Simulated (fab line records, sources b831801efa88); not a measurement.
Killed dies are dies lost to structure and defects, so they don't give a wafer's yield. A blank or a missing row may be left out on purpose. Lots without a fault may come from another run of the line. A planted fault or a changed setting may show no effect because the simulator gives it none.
Chamber matching | flow sky130 | SKY_VIA3_CMP_24 on cmp-01: 4 sister chambers
The step polishes, stops on SiO2, t overpolish 20 s, target thk 0 nm. 8 wafers are shown with their chamber, then 8 later ones without.

WAFERS WITH THEIR CHAMBER
wafer  | chamber | motor_current_A (A) | time_to_endpoint_s (s)
L831.5 | 3       | 10.9                | 98
L834.6 | 2       | 11.8                | 90
L835.2 | 2       | 11.8                | 94
L835.3 | 1       | 10.5                | 96
L835.4 | 0       | 9.9                 | 90
L836.4 | 1       | 10.6                | 100
L836.5 | 0       | 9.7                 | 92
L836.6 | 3       | 11.2                | 91

WAFERS WITHOUT THEIR CHAMBER
wafer  | motor_current_A (A) | time_to_endpoint_s (s)
L843.2 | 11.9                | 91
L846.4 | 12.4                | 97
L847.1 | 11.6                | 94
L847.3 | 9.2                 | 91
L847.4 | 11.7                | 96
L849.1 | 11.1                | 100
L849.3 | 11.1                | 99
L849.5 | 10.5                | 100

WHICH CHAMBER EACH WENT THROUGH
wafer  | from the rows above | in truth
L843.2 | 2                   | 2
L846.4 | 2                   | 2
L847.1 | 2                   | 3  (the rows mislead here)
L847.3 | 0                   | 0
L847.4 | 2                   | 2
L849.1 | 3                   | 3
L849.3 | 3                   | 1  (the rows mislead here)
L849.5 | 1                   | 1
Placed correctly: 6 of 8. Can't be placed from these rows: 0. Placed wrongly: 2.
How it was worked out, from the rows above alone: a wafer's distance from a chamber is the root of the sum, over the readings, of the square of ((its reading less the chamber's mean) divided by the reading's scatter). The wafer belongs to the nearest chamber; if the next one is less than 2 further off, it can't be placed. A chamber's mean is the mean of its shown wafers. The scatter: the root of (the sum of the squares of (reading less its chamber's mean) over the shown wafers, divided by (wafers less chambers)).
